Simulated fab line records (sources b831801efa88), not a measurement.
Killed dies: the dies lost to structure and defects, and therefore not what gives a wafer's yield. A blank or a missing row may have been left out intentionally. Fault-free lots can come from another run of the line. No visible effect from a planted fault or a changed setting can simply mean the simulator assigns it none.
A single fault, viewed from 2 desks :: flow gf180mcu :: each desk has only its own numbers; what lay behind them comes last

## FOR THE TOOL OWNER'S DESK: lpcvd-01
The tool's own readings at GF_HV_LDD_CVD_56 (deposits Si3N4 from DCS/NH3, target thk 90 nm, time 1543 s): means of the sampled wafers that have a number, for each lot that ran on this tool. Any lot whose mean is over 4 standard deviations away from the usual mean is out of limits and marked OUT; that distance is given in the brackets.
Columns: A = spikeTcCentreC at GF_HV_LDD_CVD_56, usual 770.2 C; B = spikeTcLowerC at GF_HV_LDD_CVD_56, usual 769.6 C; C = spikeTcUpperC at GF_HV_LDD_CVD_56, usual 770.8 C; D = zonePowerCentrePct at GF_HV_LDD_CVD_56, usual 13.7 %; E = zonePowerLowerPct at GF_HV_LDD_CVD_56, usual 12.74 %; F = zonePowerUpperPct at GF_HV_LDD_CVD_56, usual 12.7 %
lot: L835
first seen here: day 13 03:16
A: 770.1
B: 767.8
C: 768.5
D: 13.8
E: 12.81
F: 12.1

lot: L839
first seen here: day 14 07:41
A: 734.8 (-25) OUT
B: 772.7
C: 773.2
D: 4.3 (-11) OUT
E: 17.39 (+20) OUT
F: 16.6 (+4.7) OUT

lot: L842
first seen here: day 15 11:56
A: 735.8 (-25) OUT
B: 774.0
C: 776.0 (+4.3) OUT
D: 3.9 (-12) OUT
E: 17.04 (+19) OUT
F: 18.1 (+6.5) OUT

lot: L850
first seen here: day 18 09:25
A: 771.3
B: 769.0
C: 771.0
D: 13.8
E: 12.87
F: 12.2

lot: L851
first seen here: day 18 12:13
A: 771.8
B: 767.7
C: 769.5
D: 13.8
E: 12.88
F: 12.2

lot: L854
first seen here: day 19 11:16
A: 771.6
B: 769.9
C: 770.5
D: 12.5
E: 12.47
F: 13.2
This desk finds L839, L842 out of limits, L839 being first, at day 14 07:41 (spikeTcCentreC at GF_HV_LDD_CVD_56). L835, L850, L851, L854 stayed within limits.

## METROLOGY DESK
What the gauges read for every lot (on any tool): the sampled wafers with a number, averaged. Any lot whose mean is over 4 standard deviations away from the usual mean is out of limits and marked OUT; that distance is given in the brackets.
Columns: A = STI_OXIDATION_02_THK at GF_STI_THK_MEAS_30, usual 10.01 nm; B = DUAL_GATE_OXIDATION_00_THK at GF_DUAL_GATE_THK_MEAS_03, usual 10.91 nm; C = HV_LDD_CVD_56_THK at GF_HV_LDD_THK_MEAS_57, usual 89.6 nm
lot: L835
first seen here: day 2 16:43
A: 9.80
B: 10.89
C: 88.7

lot: L839
first seen here: day 3 12:23
A: 10.05
B: 10.60
C: 65.5 (-22) OUT

lot: L842
first seen here: day 4 06:05
A: 10.01
B: 10.71
C: 78.6 (-10) OUT

lot: L846
first seen here: day 5 01:55
A: 10.13
B: 10.64
C: 91.0

lot: L847
first seen here: day 5 09:23
A: 10.06
B: 11.07
C: 89.0

lot: L850
first seen here: day 6 01:05
A: 10.06
B: 11.04
C: 89.1

lot: L851
first seen here: day 6 03:25
A: 10.09
B: 10.84
C: 89.1

lot: L852
first seen here: day 6 06:47
A: 10.05
B: 10.94
C: 90.1

lot: L853
first seen here: day 6 13:35
A: 9.93
B: 10.89
C: 90.0

lot: L854
first seen here: day 6 20:07
A: 10.00
B: 11.14
C: 89.3

lot: L855
first seen here: day 7 01:06
A: 9.88
B: 10.77
C: 90.4
Finding of this desk: L839, L842 out of limits, first seen on L839 at day 14 09:50 (HV_LDD_CVD_56_THK at GF_HV_LDD_THK_MEAS_57). L835, L846, L847, L850, L851, L852, L853, L854, L855 stayed within limits.

## TAKEN TOGETHER
An alarm could have come from the tool owner's desk at day 14 07:41, on L839, L842.
L839, L842 would have let the metrology desk raise an alarm at day 14 09:50.
Every lot named ran GF_HV_LDD_CVD_56 on lpcvd-01.

## WHAT THE SIMULATOR PUT IN
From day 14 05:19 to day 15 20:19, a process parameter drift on lpcvd-01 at GF_HV_LDD_CVD_56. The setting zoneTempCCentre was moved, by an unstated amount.
Lots struck among those shown: L839, L842.
Delay (hours) between the fault's onset and each desk's first out-of-limits reading: 2 at the tool owner's desk, 5 at the metrology desk.
